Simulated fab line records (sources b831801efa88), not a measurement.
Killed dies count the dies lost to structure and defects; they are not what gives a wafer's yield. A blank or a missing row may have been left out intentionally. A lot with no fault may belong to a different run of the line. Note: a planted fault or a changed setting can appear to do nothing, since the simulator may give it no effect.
2 desks looking at one fault -- flow gf180mcu -- what lay behind the numbers comes last; until then each desk has only its own

## AT THE TOOL OWNER'S DESK: pvd sputter-01
The tool's own readings at GF_MIM_SPUTTER_08 (material AlCu, target thk 200 nm, time 10.6 s): means of the sampled wafers that have a number, for each lot that ran on this tool. The brackets show how far a lot's mean lies from the usual mean; more than 4 standard deviations puts the lot out of limits, marked OUT.
Columns: A = throttle valve pct at GF_MIM_SPUTTER_08, usual 30.1 %
lot,first seen here,A
L855,day 25 09:12,30.3
L862,day 27 18:10,30.1
L864,day 27 20:20,30.2
L869,day 29 10:42,30.4
This desk found nothing out of limits on any of the 4 lots.

## FROM THE METROLOGY DESK
What the gauges read for every lot (on any tool): the sampled wafers with a number, averaged. The brackets show how far a lot's mean lies from the usual mean; more than 4 standard deviations puts the lot out of limits, marked OUT.
Columns: A = V4_OVL at GF_V4_OVL_MEAS_15, usual -2 nm; B = MIM_ALCU_RS at GF_MIM_RS_MEAS_10, usual 0.1608 ohm/sq; C = MIM_ALCU_THK at GF_MIM_THK_MEAS_11, usual 202 nm
lot,first seen here,A,B,C
L855,day 25 07:26,-1,0.1592,204
L857,day 25 17:51,-5,0.1592,204
L858,day 26 00:33,-3,0.1611,202
L859,day 26 04:43,-7,0.1590,205
L863,day 27 15:17,-6,0.1597,205
L862,day 27 16:20,-5,0.1581,206
L864,day 27 18:36,-2,0.1587,206
L868,day 29 01:41,-2,0.1603,203
L869,day 29 08:50,-3,0.2048 (+18) OUT,175 (-8.1) OUT
L870,day 29 09:41,3,0.1625,201
L876,day 31 02:34,-6,0.1607,202
This desk's finding: out of limits on L869; first on L869, day 29 10:47 (MIM_ALCU_RS at GF_MIM_RS_MEAS_10). L855, L857, L858, L859, L863, L862, L864, L868, L870, L876 stayed within limits.

## TAKEN TOGETHER
On L869, the metrology desk was in a position to raise an alarm at day 29 10:47.
The desk of the tool owner found nothing out of limits.
The tool owner's desk has L869 on record, within its limits.
On pvd sputter-01, each named lot ran GF_MIM_SPUTTER_08.

## WHAT HAD BEEN PUT IN BY THE SIMULATOR
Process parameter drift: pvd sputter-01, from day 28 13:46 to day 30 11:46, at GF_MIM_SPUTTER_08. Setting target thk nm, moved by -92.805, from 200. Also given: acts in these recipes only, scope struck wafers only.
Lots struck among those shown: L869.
Time in hours between the start of the fault and the first out-of-limits reading at each desk: metrology desk, 21.
